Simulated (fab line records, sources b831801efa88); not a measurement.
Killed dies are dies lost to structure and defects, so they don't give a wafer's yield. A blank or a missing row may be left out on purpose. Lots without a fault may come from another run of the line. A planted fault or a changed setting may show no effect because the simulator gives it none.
fab line records | flow sky130
record lots=5 wafers=15 last_day=48
route steps=708 shown METAL5@680 PASSIVATION@681 PAD_OPEN@708
lots that met no fault: from a run of the same line without faults
start_h: hours from the record's first day to the start of the lot's first wafer shown | wait_h: hours since the lot's step before | " the same as in the row above | L1.1+2: a row that stands for several wafers | - no value, or no start given | * or withheld: withheld | < > ~ a bound
route shown NAME@n: a module of which the file shows steps, and the number in the route of the first | usual: mean/standard deviation of fault-free wafers | same: alike in all rows | chamber/n: place in a boat | sites: the reading at each site | _std_site: their standard deviation | _edge_site: outer sites' mean less inner sites' | radius_mm: how far each site lies from the wafer's centre | mask NAME#n: copy n | behind: the tool/chamber that last shaped the wafer | hold: why the lot was held/for how many hours/how that ended | device: the transistor (n, p or np) that didn't switch | end of line: the same wafers' tests at the end of the route | a step without rows: its recipe alone | killed: dies lost to structure and defects at the first sort, not the wafer's yield | map: a wafer's dies, x killed, . not, _ none there
set.NAME: the setting as run; set.NAME@STEP: as run at that earlier step | model.NAME: the simulator's own value behind a step, which no gauge read
lots at some steps of the route; a table a step, a row a wafer
services: from which hour (start_h, from the record's first day; less than 0 if before it) a tool's chamber was out of use, for how many hours, and why
## steps
# step SKY_METAL5_CLEAN_19
# recipe chemistry=O3/DIW dry=n2_spin
# step SKY_PASSIVATION_CVD_00
# recipe material=SiO2 target_thk_nm=90 temp_c=400 time_s=withheld rf_w=600
# usual heater_power_w=670/120 rf_fwd_power_W=589/3.1
# columns lot.wafer tool chamber start_h wait_h heater_power_w rf_fwd_power_W
L754.1 pecvd-03 1 1044.98 0.0 560 587
L754.5 " 0 " " 725 592
L754.6 " 2 " " 816 592
L755.2 pecvd-02 2 1045.76 0.0 660 589
L755.3 " 0 " " 744 589
L755.6 " 0 " " 738 588
L757.3 pecvd-01 0 1069.08 0.0 585 592
L757.4 " 2 " " 708 585
L757.6 " 0 " " 583 592
L760.1 pecvd-03 2 1078.23 0.0 926 590
L760.2 " 0 " " 740 590
L760.4 " 1 " " 544 585
L767.3 pecvd-01 0 1119.98 0.0 645 592
L767.4 " 1 " " 486 589
L767.5 " 0 " " 647 591
# step SKY_PASSIVATION_THK_MEAS_01
# recipe reads=SiO2_of_PASSIVATION_CVD_00
# usual PASSIVATION_CVD_00_THK=90.0/1.2
# columns lot.wafer tool chamber start_h wait_h PASSIVATION_CVD_00_THK[nm]
L754.1 film_metro-01 - 1045.01 - 88.2
L754.5 " - " " 91.2
L754.6 " - " " 89.8
L755.2 film_metro-01 - 1045.79 - 89.5
L755.3 " - " " 87.4
L755.6 " - " " 89.6
L757.3 film_metro-01 - 1069.12 - 89.2
L757.4 " - " " 89.2
L757.6 " - " " 90.7
L760.1 film_metro-04 - 1078.25 - 89.9
L760.2 " - " " 90.7
L760.4 " - " " 91.2
L767.3 film_metro-04 - 1120.02 - 89.0
L767.4 " - " " 91.0
L767.5 " - " " 91.3
# step SKY_PASSIVATION_CVD_02
# recipe material=Si3N4 target_thk_nm=540 temp_c=400 time_s=withheld rf_w=450
# usual heater_power_w=720/150 rf_fwd_power_W=449.1/1.5
# columns lot.wafer tool chamber start_h wait_h heater_power_w rf_fwd_power_W
L754.1 pecvd-01 0 1045.07 0.1 729 450.4
L754.5 " 2 " " 771 449.7
L754.6 " 1 " " 485 449.6
L755.2 pecvd-03 0 1045.84 0.0 747 447.5
L755.3 " 1 " " 541 451.7
L755.6 " 0 " " 790 448.9
L757.3 pecvd-02 2 1069.16 0.0 766 451.0
L757.4 " 1 " " 716 446.9
L757.6 " 2 " " 789 448.2
L760.1 pecvd-01 2 1078.31 0.1 749 447.9
L760.2 " 1 " " 441 449.3
L760.4 " 2 " " 777 446.8
L767.3 pecvd-03 0 1120.06 0.0 775 449.8
L767.4 " 1 " " 601 449.0
L767.5 " 2 " " 1022 451.3
# step SKY_PASSIVATION_THK_MEAS_03
# recipe reads=Si3N4_of_PASSIVATION_CVD_02
# usual PASSIVATION_CVD_02_THK=539/6.9
# columns lot.wafer tool chamber start_h wait_h PASSIVATION_CVD_02_THK[nm]
L754.1 film_metro-01 - 1045.29 - 530
L754.5 " - " " 544
L754.6 " - " " 544
L755.2 film_metro-01 - 1046.08 - 533
L755.3 " - " " 541
L755.6 " - " " 538
L757.3 film_metro-01 - 1069.41 - 521
L757.4 " - " " 547
L757.6 " - " " 537
L760.1 film_metro-03 - 1078.65 - 533
L760.2 " - " " 534
L760.4 " - " " 539
L767.3 film_metro-04 - 1120.31 - 529
L767.4 " - " " 549
L767.5 " - " " 552
# step SKY_PASSIVATION_DEHYDRATE_04
# recipe temp_c=200 time_s=60
# step SKY_PASSIVATION_HMDS_05
# recipe prime_time_s=60 prime_temp_c=120
# step SKY_PASSIVATION_COAT_06
# recipe spin_rpm=2000 resist_thk_nm=3000
# step SKY_PASSIVATION_SOFTBAKE_07
# recipe temp_c=110 time_s=withheld
# step SKY_PASSIVATION_EXPOSE_08
# recipe mask_id=NSM target_cd_nm=3000 na=0.57 dose_mj=260
# step SKY_PASSIVATION_PEB_09
# recipe temp_c=115 time_s=withheld
# step SKY_PASSIVATION_DEVELOP_10
# recipe develop_time_s=60 dev_temp_c=23
# step SKY_PASSIVATION_ETCH_11
# recipe chemistry=CF4/O2 target_depth_nm=725 stop_on=AlCu source_w=800 bias_w=150 pressure_mtorr=150 cf4_flow_sccm=80 O2_flow_sccm=10 time_s=161.1
# usual cf4_flow_sccm=80.01/0.22 drypump_motor_current_A=5.8/0.47 oes_product_au=0.977/0.0065 rf_fwd_power_W=796.4/2.5 run_length_s=189.6/0.6 throttle_valve_pct=5.965/0.0094
# columns lot.wafer tool chamber start_h wait_h cf4_flow_sccm drypump_motor_current_A oes_product_au rf_fwd_power_W rf_hours_counter_h run_length_s throttle_valve_pct model.coat_of_PASSIVATION_COAT_06.thk_nm
L754.1 rie_diel-03 2 1067.08 - 80.18 5.7 0.971 792.9 3 188.4 5.966 2533
L754.5 " 2 " " 79.71 5.7 0.984 796.4 - 188.5 5.985 2523
L754.6 " 3 " " 80.23 5.4 0.964 795.6 - 190.2 5.978 2532
L755.2 rie_diel-02 0 1067.90 - 80.28 5.8 0.967 793.0 15 189.8 5.976 2494
L755.3 " 3 " " 80.21 6.1 0.979 797.9 25 190.2 5.968 2507
L755.6 " 3 " " 80.11 6.2 0.985 798.8 - 190.1 5.956 2506
L757.3 rie_diel-03 3 1090.63 - 80.17 5.4 0.963 795.6 11 189.9 5.967 2533
L757.4 " 1 " " 79.79 5.7 0.984 794.1 13 188.6 5.962 2516
L757.6 " 0 " " 79.98 6.1 0.975 797.2 - 190.4 5.964 2533
L760.1 rie_diel-02 3 1098.92 - 80.06 6.2 0.972 798.4 26 190.7 5.961 2503
L760.2 " 2 " " 79.88 6.3 0.973 797.4 16 190.4 5.960 2510
L760.4 " 1 " " 79.98 6.0 0.973 799.7 15 189.0 5.954 2503
L767.3 rie_diel-02 1 1138.91 - 80.21 6.0 0.991 - 17 182.6 5.982 2538
L767.4 " 2 " " 80.01 6.3 0.983 798.8 17 190.7 5.966 2510
L767.5 " 1 " " 80.09 6.0 0.987 - - 182.2 5.985 2552
# step SKY_PASSIVATION_STRIP_12
# recipe chemistry=O2/N2 power_w=1400 pressure_mtorr=1500 platen_temp_c=withheld overash_fraction=0.7 o2_flow_sccm=3000 n2_flow_sccm=300
# usual drypump_motor_current_A=5.4/0.53 oes_product_au=0.661/0.0046 strip_time_to_endpoint_s=31.54/0.15
# columns lot.wafer tool chamber start_h wait_h drypump_motor_current_A oes_product_au rf_hours_counter_h strip_time_to_endpoint_s
L754.1 plasma_asher-02 0 1067.19 0.1 4.8 0.657 0 31.74
L754.5 " 0 " " 4.8 0.661 - 31.60
L754.6 " 1 " " 5.0 0.670 - 31.70
L755.2 plasma_asher-04 0 1068.01 0.1 5.5 0.659 95 31.26
L755.3 " 0 " " 5.5 0.660 - 31.42
L755.6 " 1 " " 5.0 0.664 - 31.39
L757.3 plasma_asher-02 0 1090.77 0.1 4.8 0.658 - 31.72
L757.4 " 1 " " 5.0 0.661 - 31.50
L757.6 " 1 " " 5.0 0.662 - 31.73
L760.1 plasma_asher-01 1 1099.03 0.1 6.0 0.659 34 31.35
L760.2 " 0 " " 6.2 0.657 34 31.44
L760.4 " 1 " " 6.0 0.662 - 31.36
L767.3 plasma_asher-04 1 1139.04 0.1 4.9 0.665 - 31.79
L767.4 " 0 " " 5.4 0.665 - 31.45
L767.5 " 0 " " 5.5 0.653 - 31.91
# step SKY_PAD_OPEN_PROBE_99
# usual defect_limited_yield=82.3/2 killed_at_M0_to_M3=43/7.1 killed_at_M4_up=3/1.7 killed_at_contacts=25/5.6 killed_at_front_end=16/4.1 killed_at_other=0.2/0.49 killed_dies=87/9.8 killed_open=47/7.6 killed_short=40/6.1 sort_bin_3_pad_short=0.9/0.44 sort_bin_5_function=10.5/1.6 sort_bin_6_memory=6.3/1 sort_n_pass=405/9.8 sort_yield_pct=82.3/2
# same gross_dies=492 killed_at_back_side=0 sort_bin_4_leakage[%]=0 sort_bin_8_speed[%]=0
# columns lot.wafer tool chamber start_h wait_h defect_limited_yield[%] killed_at_M0_to_M3 killed_at_M4_up killed_at_contacts killed_at_front_end killed_at_other killed_dies killed_open killed_short sort_bin_3_pad_short[%] sort_bin_5_function[%] sort_bin_6_memory[%] sort_n_pass sort_yield_pct[%]
L754.1 prober-01 - 1090.54 0.1 86.4 30 1 20 16 0 67 39 28 1.0 8.7 3.9 425 86.4
L754.5 prober-01 - 1090.74 0.2 83.5 37 1 34 9 0 81 53 28 0.6 9.3 6.5 411 83.5
L754.6 prober-01 - 1090.79 0.2 82.5 37 3 29 17 0 86 46 40 1.0 11.0 5.5 406 82.5
L755.2 prober-02 - 1091.52 0.1 82.1 48 1 21 16 2 88 45 43 1.0 9.1 7.7 404 82.1
L755.3 prober-02 - 1091.57 0.2 81.3 35 3 33 21 0 92 51 41 1.0 11.2 6.5 400 81.3
L755.6 prober-02 - 1091.72 0.2 84.1 41 2 22 13 0 78 42 36 1.0 8.7 6.1 414 84.1
L757.3 prober-01 - 1113.42 0.2 83.3 41 1 27 13 0 82 47 35 0.8 9.1 6.7 410 83.3
L757.4 prober-01 - 1113.47 0.2 81.9 48 3 24 13 1 89 48 41 0.8 11.6 5.7 403 81.9
L757.6 prober-01 - 1113.57 0.2 79.7 60 2 27 11 0 100 54 46 0.8 13.2 6.3 392 79.7
L760.1 prober-01 - 1121.14 0.1 85.6 36 6 16 12 1 71 34 37 0.6 7.3 6.5 421 85.6
L760.2 prober-01 - 1121.19 0.1 85.2 34 2 23 13 1 73 34 39 0.6 9.1 5.1 419 85.2
L760.4 prober-01 - 1121.29 0.2 84.1 29 5 27 17 0 78 37 41 1.0 8.3 6.5 414 84.1
L767.3 prober-01 - 1159.52 0.2 81.1 47 4 23 18 1 93 53 40 0.8 11.0 7.1 399 81.1
L767.4 prober-01 - 1159.57 0.2 80.9 41 1 29 23 0 94 49 45 0.2 11.2 7.7 398 80.9
L767.5 prober-01 - 1159.62 0.2 83.5 30 1 29 21 0 81 46 35 0.2 8.5 7.7 411 83.5
# killed by level:class
L754.1 CONTACT:geometric_particle:open=8 VIA2:geometric_particle:open=7 METAL2:geometric_particle:short=5 VIA1:geometric_particle:open=5 FIELD_ISO:geometric_particle:open=4 LI_CONTACT:geometric_particle:open=4 VIA3:geometric_particle:short=4 FIELD_ISO:geometric_particle:short=3
L754.5 VIA1:geometric_particle:open=12 LI_CONTACT:geometric_particle:open=11 CONTACT:geometric_particle:open=10 VIA3:geometric_particle:open=10 LOCAL_INTERCONNECT:geometric_particle:short=6 CONTACT:geometric_particle:short=5 METAL2:geometric_particle:short=5 FIELD_ISO:geometric_particle:open=3
L754.6 CONTACT:geometric_particle:open=11 VIA1:geometric_particle:open=8 LI_CONTACT:geometric_particle:open=7 VIA3:geometric_particle:open=7 METAL2:geometric_particle:short=6 FIELD_ISO:geometric_particle:short=5 METAL3:geometric_particle:short=5 CONTACT:geometric_particle:short=4
L755.2 CONTACT:geometric_particle:open=10 VIA1:geometric_particle:short=9 METAL3:geometric_particle:short=7 VIA3:geometric_particle:open=7 FIELD_ISO:geometric_particle:open=6 LI_CONTACT:geometric_particle:open=5 VIA2:geometric_particle:short=5 VIA2:geometric_particle:open=5
L755.3 CONTACT:geometric_particle:open=14 VIA1:geometric_particle:open=9 LI_CONTACT:geometric_particle:open=8 FIELD_ISO:geometric_particle:short=5 VIA2:geometric_particle:short=5 LOCAL_INTERCONNECT:geometric_particle:short=5 FIELD_ISO:geometric_particle:open=4 METAL1:geometric_particle:short=4
L755.6 VIA3:geometric_particle:open=10 CONTACT:geometric_particle:open=9 VIA1:geometric_particle:open=8 CONTACT:geometric_particle:short=7 METAL2:geometric_particle:short=6 METAL3:geometric_particle:short=5 LI_CONTACT:geometric_particle:open=5 FIELD_ISO:geometric_particle:short=4
L757.3 CONTACT:geometric_particle:open=14 VIA1:geometric_particle:open=9 METAL2:geometric_particle:short=6 VIA3:geometric_particle:open=6 POLY_GATE:geometric_particle:open=4 LI_CONTACT:geometric_particle:open=4 LOCAL_INTERCONNECT:geometric_particle:short=4 CONTACT:geometric_particle:short=4
L757.4 VIA1:geometric_particle:open=13 VIA2:geometric_particle:open=11 CONTACT:geometric_particle:open=8 LOCAL_INTERCONNECT:geometric_particle:short=5 CONTACT:geometric_particle:short=5 VIA1:geometric_particle:short=5 FIELD_ISO:geometric_particle:short=4 LI_CONTACT:geometric_particle:open=4
L757.6 VIA3:geometric_particle:open=13 VIA2:geometric_particle:open=11 CONTACT:geometric_particle:open=9 VIA1:geometric_particle:short=8 LI_CONTACT:geometric_particle:open=7 VIA1:geometric_particle:open=7 POLY_GATE:geometric_particle:short=6 METAL1:geometric_particle:short=6
L760.1 LI_CONTACT:geometric_particle:open=7 VIA2:geometric_particle:open=7 VIA1:geometric_particle:open=6 METAL2:geometric_particle:short=5 FIELD_ISO:geometric_particle:short=4 POLY_GATE:geometric_particle:short=4 METAL1:geometric_particle:short=4 VIA3:geometric_particle:short=4
L760.2 LOCAL_INTERCONNECT:geometric_particle:short=8 FIELD_ISO:geometric_particle:short=6 VIA2:geometric_particle:open=6 CONTACT:geometric_particle:open=6 VIA3:geometric_particle:open=5 VIA1:geometric_particle:open=5 POLY_GATE:geometric_particle:open=4 LI_CONTACT:geometric_particle:open=4
L760.4 FIELD_ISO:geometric_particle:open=6 LI_CONTACT:geometric_particle:short=6 CONTACT:geometric_particle:short=6 CONTACT:geometric_particle:open=6 VIA3:geometric_particle:open=6 POLY_GATE:geometric_particle:short=5 LI_CONTACT:geometric_particle:open=5 METAL1:geometric_particle:short=4
L767.3 CONTACT:geometric_particle:open=10 VIA1:geometric_particle:open=10 VIA2:geometric_particle:open=7 VIA3:geometric_particle:open=7 FIELD_ISO:geometric_particle:short=6 METAL1:geometric_particle:short=6 LI_CONTACT:geometric_particle:open=5 CONTACT:geometric_particle:short=5
L767.4 CONTACT:geometric_particle:short=11 VIA1:geometric_particle:open=10 CONTACT:geometric_particle:open=8 FIELD_ISO:geometric_particle:short=6 VIA2:geometric_particle:open=6 FIELD_ISO:geometric_particle:open=5 POLY_GATE:geometric_particle:open=5 LI_CONTACT:geometric_particle:open=5
L767.5 CONTACT:geometric_particle:open=10 VIA3:geometric_particle:open=10 CONTACT:geometric_particle:short=8 POLY_GATE:geometric_particle:short=7 POLY_GATE:geometric_particle:open=6 LI_CONTACT:geometric_particle:open=6 VIA1:geometric_particle:open=5 FIELD_ISO:geometric_particle:open=4
## services
# columns tool chamber start_h hours kind
pecvd-01 1 1033.51 10.9 repair
pecvd-02 0 1036.82 2.1 scheduled_down
pecvd-02 - 1044.34 0.9 repair
rie_diel-02 - 1051.97 0.4 repair
plasma_asher-02 - 1055.25 9.0 pm
plasma_asher-02 0 1055.25 9.0 vent_cycle
plasma_asher-02 1 1055.25 9.0 vent_cycle
plasma_asher-02 0 1064.25 - clean
plasma_asher-02 1 1064.25 - clean
rie_diel-03 - 1072.06 0.9 repair
pecvd-01 0 1073.20 6.7 repair
rie_diel-02 2 1079.30 2.5 repair
plasma_asher-04 - 1080.56 28.1 pm
pecvd-01 2 1087.13 2.0 repair
pecvd-02 2 1116.20 4.7 repair
pecvd-03 1 1120.48 2.1 scheduled_down
pecvd-03 - 1121.98 0.9 repair
rie_diel-02 - 1129.05 0.6 repair
plasma_asher-04 - 1131.80 4.5 repair
## key
first_sign step=SKY_PASSIVATION_ETCH_11 reading=run_length_s direction=down sigmas=12 usual=* struck=*
effect none on later readings
model_effect step=SKY_PASSIVATION_ETCH_11 value=coat_of_PASSIVATION_COAT_06.thk_nm without=2524 struck=2545
met_at SKY_PASSIVATION_ETCH_11
struck_wafers L767.3,L767.5
onset_between 1098.92 1138.91
fault kind=process_parameter_drift tool=rie_diel-02 chamber=1 onset_h=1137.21 steps=SKY_PASSIVATION_ETCH_11 channel=time_s offset=* shape=step end_h=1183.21 acts_in=* stated=*
